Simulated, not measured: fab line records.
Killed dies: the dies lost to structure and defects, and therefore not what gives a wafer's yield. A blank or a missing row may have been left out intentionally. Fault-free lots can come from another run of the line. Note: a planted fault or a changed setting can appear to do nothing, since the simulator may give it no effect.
What tool caused it? + flow gf180mcu + 18 wafers from 6 lots sampled at 4 of the route's 602 steps

== WHAT THE GAUGES READ, wafer by wafer ==
GF_M3_RS_MEAS_05: measurement is done with a four-point probe.
| lot  | measured     | on            | M3_ALCU_RS (ohm/sq)  |
|------|--------------|---------------|----------------------|
| L528 | day 20 23:41 | film metro-02 | 0.0687 0.0696 0.0697 |
| L534 | day 23 12:25 | film metro-02 | 0.0703 0.0698 0.0701 |
| L536 | day 24 16:03 | film metro-03 | 0.0699 0.0705 0.0701 |
| L539 | day 25 02:07 | film metro-03 | 0.0694 0.0698 0.0695 |
| L548 | day 27 21:07 | film metro-03 | 0.0696 0.0696 0.0704 |
| L549 | day 28 13:17 | film metro-03 | 0.0696 0.0691 0.0690 |

== WHAT TOOL EACH LOT RAN ON (gives the tool, then ch and the chambers of the sampled wafers, and finally the start) ==
| lot  | GF_V2_CVD_02                    | GF_V2_STRIP_18                       | GF_V2_CMP_26                  |
|------|---------------------------------|--------------------------------------|-------------------------------|
| L528 | pecvd-02 ch 0,1,2, day 19 20:43 | plasma asher-04 ch 0,1, day 20 22:14 | cmp-01 ch 0,1,3, day 20 23:13 |
| L534 | pecvd-04 ch 0,2, day 22 10:45   | plasma asher-04 ch 0,1, day 23 10:53 | cmp-01 ch 0,1, day 23 11:52   |
| L536 | pecvd-04 ch 0,1,2, day 23 15:02 | plasma asher-04 ch 0,1, day 24 14:37 | cmp-01 ch 1,2,3, day 24 15:32 |
| L539 | pecvd-04 ch 0,2, day 24 01:23   | plasma asher-02 ch 0,1, day 25 00:40 | cmp-01 ch 1,2,3, day 25 01:41 |
| L548 | pecvd-04 ch 0,1, day 26 21:42   | plasma asher-02 ch 0,1, day 27 19:40 | cmp-02 ch 1,2,3, day 27 20:37 |
| L549 | pecvd-01 ch 0,1, day 27 14:58   | plasma asher-04 ch 0,1, day 28 11:50 | cmp-02 ch 1,2,3, day 28 12:46 |
- GF_V2_CVD_02: deposits SiO2 from TEOS, target thk 850 nm, time 94.851 s.
- GF_V2_STRIP_18: strips in O2/N2.
- GF_V2_CMP_26: polishes, stops on SiO2, t overpolish 15 s, target thk 0 nm.

== THE ANSWER, worked out from the rows above alone ==
Rule: what is usual is taken from the lots themselves. Put in order of their means at a reading, lots are off if they are a third of the lots or fewer, leave a main group of 4 or more, and stand apart from it by a gap of 3 or more times the standard deviation of the main group's means; of several such gaps the widest counts. The tables above print the reading to a certain number of digits; a main group whose means all agree to those digits is not used. A lot without any number at a reading at which 4 lots or more have one is off too. Any other lot the step has rows for is counted as sound.
None of the lots is off at any reading shown; this tells nothing.

== WHAT THE SIMULATOR PUT IN ==
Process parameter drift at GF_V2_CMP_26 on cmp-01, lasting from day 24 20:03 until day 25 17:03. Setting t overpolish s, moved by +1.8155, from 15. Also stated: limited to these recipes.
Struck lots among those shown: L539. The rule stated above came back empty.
